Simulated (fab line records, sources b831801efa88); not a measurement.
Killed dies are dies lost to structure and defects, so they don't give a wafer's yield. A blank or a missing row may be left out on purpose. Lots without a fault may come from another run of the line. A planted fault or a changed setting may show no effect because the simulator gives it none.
Which tool did it? | flow gf180mcu | 13 lots, 39 wafers sampled, at 6 steps of a route of 602

WHAT THE GAUGES READ, wafer by wafer
GF_VT_IMPLANT_OVL_MEAS_18.
lot  | measured     | on         | VT_IMPLANT_01_OVL (nm)
L497 | day 6 04:59  | overlay-02 | 0.3 -0.5 1.4
L498 | day 6 07:13  | overlay-02 | 1.7 1.1 1.3
L499 | day 6 16:13  | overlay-01 | -1.0 -0.1 0.5
L500 | day 6 21:28  | overlay-01 | 0.6 1.4 0.7
L502 | day 7 11:31  | overlay-01 | 0.0 1.1 -0.7
L503 | day 7 19:56  | overlay-01 | -1.8 0.4 -1.2
L504 | day 8 06:55  | overlay-01 | -0.6 -1.6 0.5
L506 | day 8 16:22  | overlay-02 | -0.2 -1.0 -1.7
L507 | day 9 03:58  | overlay-01 | 0.7 -0.1 0.7
L508 | day 9 10:22  | overlay-02 | 1.5 3.5 1.8
L513 | day 10 14:49 | overlay-01 | -0.8 -0.7 0.4
L514 | day 10 20:46 | overlay-02 | -0.3 -1.6 0.6
L517 | day 11 17:01 | overlay-02 | -1.9 -0.9 -0.7

GF_VT_IMPLANT_RS_MEAS_48: measures by four-point-probe.
lot  | measured     | on            | LVPWELL_RS (ohm/sq)
L497 | day 7 12:36  | film_metro-01 | 1195.1 1191.7 1195.7
L498 | day 7 14:39  | film_metro-03 | 1192.7 1193.2 1191.4
L499 | day 8 00:05  | film_metro-02 | 1198.6 1194.6 1196.9
L500 | day 8 05:34  | film_metro-01 | 1197.8 1198.5 1198.2
L502 | day 8 20:24  | film_metro-01 | 1200.7 1196.6 1198.6
L503 | day 9 05:38  | film_metro-02 | 1198.6 1192.8 1199.0
L504 | day 9 17:01  | film_metro-01 | 1201.8 1201.2 1202.1
L506 | day 10 03:54 | film_metro-03 | 1193.1 1200.0 1198.2
L507 | day 10 16:24 | film_metro-01 | 1201.7 1202.0 1198.6
L508 | day 10 23:20 | film_metro-03 | 1197.9 1198.3 1194.7
L513 | day 12 04:42 | film_metro-01 | 1257.0 1197.0 1197.0 1258.2 1199.0 1200.1
L514 | day 12 10:28 | film_metro-03 | 1193.6 1193.5 1197.4
L517 | day 13 08:06 | film_metro-03 | 1250.6 1195.5 1196.6 1252.9 1200.7 1195.1

GF_VT_IMPLANT_RS_MEAS_49: measures by four-point-probe.
lot  | measured     | on            | MVPSD_RS (ohm/sq)
L497 | day 7 12:43  | film_metro-01 | 1169 1173 1173
L498 | day 7 14:46  | film_metro-03 | 1167 1166 1168
L499 | day 8 00:13  | film_metro-02 | 1166 1170 1168
L500 | day 8 05:41  | film_metro-01 | 1171 1170 1170
L502 | day 8 20:31  | film_metro-01 | 1173 1175 1172
L503 | day 9 05:45  | film_metro-02 | 1169 1170 1169
L504 | day 9 17:08  | film_metro-01 | 1173 1170 1174
L506 | day 10 04:01 | film_metro-03 | 1170 1164 1169
L507 | day 10 16:31 | film_metro-01 | 1174 1169 1170
L508 | day 10 23:28 | film_metro-03 | 1167 1167 1172
L513 | day 12 07:17 | film_metro-01 | 1172 1171 1173
L514 | day 12 10:35 | film_metro-03 | 1165 1165 1166
L517 | day 13 11:08 | film_metro-03 | 1166 1167 1168

GF_DUAL_GATE_OVL_MEAS_11.
lot  | measured     | on         | DUAL_GATE_OVL (nm)
L497 | day 8 07:28  | overlay-01 | -1.7 1.1 1.0
L498 | day 8 08:43  | overlay-01 | -0.9 -1.1 0.1
L499 | day 8 17:48  | overlay-02 | 0.8 1.5 1.4
L500 | day 8 23:19  | overlay-01 | 1.3 2.4 2.5
L502 | day 9 15:40  | overlay-02 | 1.4 0.5 -0.2
L503 | day 10 01:19 | overlay-01 | 1.7 2.4 0.8
L504 | day 10 13:28 | overlay-02 | 0.6 -0.4 -0.7
L506 | day 11 00:06 | overlay-01 | 2.5 0.2 1.1
L507 | day 11 12:19 | overlay-01 | 2.2 2.7 0.2
L508 | day 11 20:10 | overlay-01 | 1.0 1.5 2.0
L513 | day 13 01:24 | overlay-01 | 1.3 0.4 -0.3
L514 | day 13 09:04 | overlay-02 | 0.5 -0.1 -0.3
L517 | day 14 05:58 | overlay-02 | 0.7 1.0 0.4

WHICH TOOL RAN EACH LOT (tool, then ch and the chambers of the sampled wafers, then the start)
lot  | GF_LVPWELL_IMPLANT_08          | GF_VT_IMPLANT_RTA_45
L497 | implanter-03 ch 0, day 3 21:53 | rtp_anneal-01 ch 0, day 7 12:15
L498 | implanter-01 ch 0, day 4 00:53 | rtp_anneal-01 ch 0, day 7 14:19
L499 | implanter-01 ch 0, day 4 09:02 | rtp_anneal-01 ch 0, day 7 23:45
L500 | implanter-02 ch 0, day 4 11:58 | rtp_anneal-01 ch 0, day 8 05:14
L502 | implanter-01 ch 0, day 5 00:20 | rtp_anneal-02 ch 0, day 8 20:04
L503 | implanter-03 ch 0, day 5 07:30 | rtp_anneal-01 ch 0, day 9 05:17
L504 | implanter-03 ch 0, day 5 17:46 | rtp_anneal-01 ch 0, day 9 16:40
L506 | implanter-03 ch 0, day 6 00:50 | rtp_anneal-01 ch 0, day 10 03:34
L507 | implanter-01 ch 0, day 6 10:50 | rtp_anneal-02 ch 0, day 10 16:04
L508 | implanter-03 ch 0, day 6 18:05 | rtp_anneal-02 ch 0, day 10 23:00
L513 | implanter-01 ch 0, day 7 18:41 | rtp_anneal-01 ch 0, day 12 04:22
L514 | implanter-03 ch 0, day 7 23:49 | rtp_anneal-01 ch 0, day 12 10:07
L517 | implanter-01 ch 0, day 8 17:11 | rtp_anneal-01 ch 0, day 13 07:46
- GF_LVPWELL_IMPLANT_08
- GF_VT_IMPLANT_RTA_45: time 30 s.

WHAT THE TOOLS THEMSELVES READ (means of the sampled wafers that have a number; where no wafer has one, the mark that the record gives instead)
GF_VT_IMPLANT_RTA_45.
lot  | tool          | lamp_power_pct (%) | wafer_temp_C_max
L497 | rtp_anneal-01 | 36.9               | 1053.2
L498 | rtp_anneal-01 | 36.8               | 1054.5
L499 | rtp_anneal-01 | 36.9               | 1054.2
L500 | rtp_anneal-01 | 36.9               | 1054.5
L502 | rtp_anneal-02 | 36.2               | 1053.7
L503 | rtp_anneal-01 | 36.9               | 1054.2
L504 | rtp_anneal-01 | 36.8               | 1054.2
L506 | rtp_anneal-01 | 36.9               | 1053.0
L507 | rtp_anneal-02 | 36.2               | 1053.1
L508 | rtp_anneal-02 | 36.2               | 1054.4
L513 | rtp_anneal-01 | 36.9               | 1054.3
L514 | rtp_anneal-01 | 36.8               | 1053.9
L517 | rtp_anneal-01 | 36.9               | 1053.2

THE ANSWER, worked out from the rows above alone
Rule: what is usual is taken from the lots themselves. Put in order of their means at a reading, lots are off if they are a third of the lots or fewer, leave a main group of 4 or more, and stand apart from it by a gap of 3 or more times the standard deviation of the main group's means; of several such gaps the widest counts. A main group whose means are all the same, to the digits that the tables above print for the reading, isn't used. A lot without any number at a reading at which 4 lots or more have one is off too. The other lots that the step has rows for count as sound. The gauges are gone through in route order, then the tools' own readings, and for those a lot's mean is taken as printed above. The first step at which some lot is off is used, and at that step the reading that is off furthest; a lot without a number counts as furthest.
Off: L513, L517, at GF_VT_IMPLANT_RS_MEAS_48 (LVPWELL_RS). The main group: mean 1197.1 ohm/sq, standard deviation 2.6.
A tool fits if, at a process step before that reading, it ran every lot that is off, and no sound lot after the first of them. The gauges at GF_VT_IMPLANT_RS_MEAS_48 are tried like those tools. One fits: implanter-01 at GF_LVPWELL_IMPLANT_08. Its last sound lot is L507 (day 6 10:50), its first lot that is off L513 (day 7 18:41): a fault that began between those two fits.

WHAT THE SIMULATOR HAD PUT IN
Process parameter drift: implanter-01, from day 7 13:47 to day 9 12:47, at GF_LVPWELL_IMPLANT_08. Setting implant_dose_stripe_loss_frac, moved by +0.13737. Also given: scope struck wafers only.
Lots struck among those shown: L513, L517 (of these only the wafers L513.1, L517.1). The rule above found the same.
